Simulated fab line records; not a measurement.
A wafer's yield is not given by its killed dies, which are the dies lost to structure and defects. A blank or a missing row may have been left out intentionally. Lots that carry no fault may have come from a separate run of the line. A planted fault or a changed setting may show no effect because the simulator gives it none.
Which of the tools did it?	flow sfq_line	18 wafers from 6 lots sampled at 3 of the route's 325 steps

## WHAT THE GAUGES READ, wafer by wafer
SFQ_M3_RS_MEAS_919: the measuring method here is four-point-probe.
lot	measured	on	M3_NB_RS (ohm/sq)
L553	day 38 03:16	film_metro-02	0.891 0.901 0.895
L555	day 39 04:35	film_metro-04	0.901 0.900 0.897
L558	day 40 14:14	film_metro-02	0.882 0.887 0.886
L560	day 42 15:43	film_metro-02	0.897 0.894 0.904
L562	day 42 22:53	film_metro-04	0.887 0.893 0.905
L566	day 44 09:13	film_metro-04	0.872 0.971 0.872

## WHICH TOOL RAN EACH LOT (tool, then ch and the chambers of the sampled wafers, then the start)
lot	SFQ_TRILAYER_I1_CMP_CMP_046	SFQ_TRILAYER_M3_DEP_SPUTTER_073
L553	cmp-01 ch 1,2, day 24 10:17	pvd_sputter-05, day 38 03:11
L555	cmp-01 ch 0,1,3, day 25 15:36	pvd_sputter-06, day 39 04:30
L558	cmp-02 ch 2,3, day 27 08:19	pvd_sputter-06, day 40 14:08
L560	cmp-01 ch 1,2,3, day 28 08:35	pvd_sputter-06, day 42 15:36
L562	cmp-01 ch 0,1,3, day 29 17:43	pvd_sputter-03, day 42 22:48
L566	cmp-02 ch 0,3, day 31 04:24	pvd_sputter-05, day 44 09:05
- SFQ_TRILAYER_I1_CMP_CMP_046: polishes SiO2.
- SFQ_TRILAYER_M3_DEP_SPUTTER_073: material Nb, target thk 200 nm, time 133.3 s.

## THE ANSWER, worked out from the rows above alone
Rule: what is usual is taken from the lots themselves. Put in order of their means at a reading, lots are off if they are a third of the lots or fewer, leave a main group of 4 or more, and stand apart from it by a gap of 3 or more times the standard deviation of the main group's means; of several such gaps the widest counts. A main group whose means are all the same, to the digits that the tables above print for the reading, isn't used. A lot without any number at a reading at which 4 lots or more have one is off too. Where the step has rows for the other lots, those lots are counted as sound.
No lot is off at any reading shown: from this, nothing can be told.

## WHAT WAS PUT IN BY THE SIMULATOR
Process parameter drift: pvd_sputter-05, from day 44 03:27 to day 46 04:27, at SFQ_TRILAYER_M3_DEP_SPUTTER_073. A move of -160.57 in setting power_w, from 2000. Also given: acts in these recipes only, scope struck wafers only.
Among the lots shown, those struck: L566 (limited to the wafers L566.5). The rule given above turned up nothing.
